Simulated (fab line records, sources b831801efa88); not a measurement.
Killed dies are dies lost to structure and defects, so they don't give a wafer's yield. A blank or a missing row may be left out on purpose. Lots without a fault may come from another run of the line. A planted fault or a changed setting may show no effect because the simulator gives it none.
Tool commonality check | flow sky130 | 15 lots, 45 wafers sampled

WHY IT WAS OPENED
At SKY_VIA2_RS_MEAS_22 the reading VIA2_W_RS is flagged on 3 of 15 lots. Wafers without a fault read 0.271 ohm/sq, standard deviation 0.0032.
Rule: a lot is flagged when every wafer of it that has a number lies more than 4 standard deviations from that mean, or none has a number. The other lots count as sound.

lot  | measured     | on            | VIA2_W_RS (ohm/sq), wafer by wafer | flag
L499 | day 36 20:56 | film_metro-02 | 0.267 0.271 0.266                  |
L500 | day 37 00:19 | film_metro-02 | 0.271 0.272 0.272                  |
L502 | day 37 05:25 | film_metro-01 | 0.273 0.273 0.275                  |
L505 | day 38 05:12 | film_metro-01 | 0.270 0.272 0.268                  |
L506 | day 38 12:05 | film_metro-01 | 58.167 57.833 58.001               | FLAGGED
L507 | day 38 18:49 | film_metro-02 | 57.884 57.020 58.203               | FLAGGED
L508 | day 39 05:34 | film_metro-03 | 58.429 58.337 58.157               | FLAGGED
L510 | day 40 03:19 | film_metro-03 | 0.268 0.267 0.269                  |
L512 | day 40 13:45 | film_metro-01 | 0.274 0.273 0.274                  |
L514 | day 40 20:57 | film_metro-01 | 0.272 0.271 0.273                  |
L516 | day 41 10:32 | film_metro-03 | 0.269 0.267 0.269                  |
L517 | day 41 23:14 | film_metro-02 | 0.272 0.274 0.274                  |
L520 | day 42 15:42 | film_metro-02 | 0.271 0.271 0.272                  |
L521 | day 42 17:10 | film_metro-01 | 0.266 0.267 0.267                  |
L522 | day 43 04:13 | film_metro-01 | 0.265 0.266 0.267                  |
The numbers of the flagged lots are 58.003 ohm/sq on average: +57.732 ohm/sq against the usual, or +99 or more standard deviations.

WHICH TOOL RAN EACH LOT
The record holds 2 process steps before the reading, out of a route of 708 steps. In each cell: the tool, then ch and the chambers that the sampled wafers went through, then the start.
lot  | flag    | SKY_VIA2_CMP_02               | SKY_VIA2_CVD_21
L499 |         | cmp-02 ch 0,3, day 35 17:44   | cvd_w-01 ch 0, day 36 20:47
L500 |         | cmp-01 ch 0,1,2, day 35 20:46 | cvd_w-01 ch 0,1, day 37 00:11
L502 |         | cmp-01 ch 2,3, day 36 01:54   | cvd_w-01 ch 0,1, day 37 05:17
L505 |         | cmp-01 ch 0,2,3, day 37 03:00 | cvd_w-02 ch 0,1, day 38 05:03
L506 | FLAGGED | cmp-02 ch 2,3, day 37 09:21   | cvd_w-02 ch 0,1, day 38 11:58
L507 | FLAGGED | cmp-01 ch 0,1, day 37 15:44   | cvd_w-01 ch 0,1, day 38 18:41
L508 | FLAGGED | cmp-01 ch 1,2, day 38 03:04   | cvd_w-01 ch 0,1, day 39 05:26
L510 |         | cmp-02 ch 0,1,3, day 39 01:20 | cvd_w-01 ch 0,1, day 40 03:11
L512 |         | cmp-02 ch 1,2,3, day 39 12:04 | cvd_w-01 ch 0, day 40 13:37
L514 |         | cmp-01 ch 0,3, day 39 19:44   | cvd_w-01 ch 0,1, day 40 20:49
L516 |         | cmp-01 ch 2,3, day 40 09:02   | cvd_w-01 ch 1, day 41 10:23
L517 |         | cmp-01 ch 0,1,2, day 40 22:53 | cvd_w-02 ch 0,1, day 41 23:05
L520 |         | cmp-02 ch 0,1,2, day 41 14:56 | cvd_w-02 ch 0,1, day 42 15:34
L521 |         | cmp-01 ch 0,1,2, day 41 16:20 | cvd_w-01 ch 0,1, day 42 17:02
L522 |         | cmp-01 ch 1,2,3, day 42 03:32 | cvd_w-01 ch 0,1, day 43 04:05
What these steps do:
- SKY_VIA2_CMP_02: polishes SiO2.
- SKY_VIA2_CVD_21: deposits W, target thk 420 nm, time 126.4 s.
- SKY_VIA2_RS_MEAS_22: measures by four-point-probe.

FLAGGED OVER TOTAL, TOOL BY TOOL (the gauges that took the reading come last)
step                | tool          | lots run | flagged | share of the flagged lots | sound lots run after its first flagged lot
SKY_VIA2_CMP_02     | cmp-01        | 10       | 2       | some                      | 5 (L514,L516,L517,L521,L522)
SKY_VIA2_CMP_02     | cmp-02        | 5        | 1       | some                      | 3 (L510,L512,L520)
SKY_VIA2_CVD_21     | cvd_w-01      | 11       | 2       | some                      | 6 (L510,L512,L514,L516,L521,L522)
SKY_VIA2_CVD_21     | cvd_w-02      | 4        | 1       | some                      | 2 (L517,L520)
SKY_VIA2_RS_MEAS_22 | film_metro-01 | 7        | 1       | some                      | 4 (L512,L514,L521,L522)
SKY_VIA2_RS_MEAS_22 | film_metro-02 | 5        | 1       | some                      | 2 (L517,L520)
SKY_VIA2_RS_MEAS_22 | film_metro-03 | 3        | 1       | some                      | 2 (L510,L516)

WHAT THE TABLE ALLOWS
No row of the table ran every flagged lot.

WHAT THE SIMULATOR HAD PUT IN
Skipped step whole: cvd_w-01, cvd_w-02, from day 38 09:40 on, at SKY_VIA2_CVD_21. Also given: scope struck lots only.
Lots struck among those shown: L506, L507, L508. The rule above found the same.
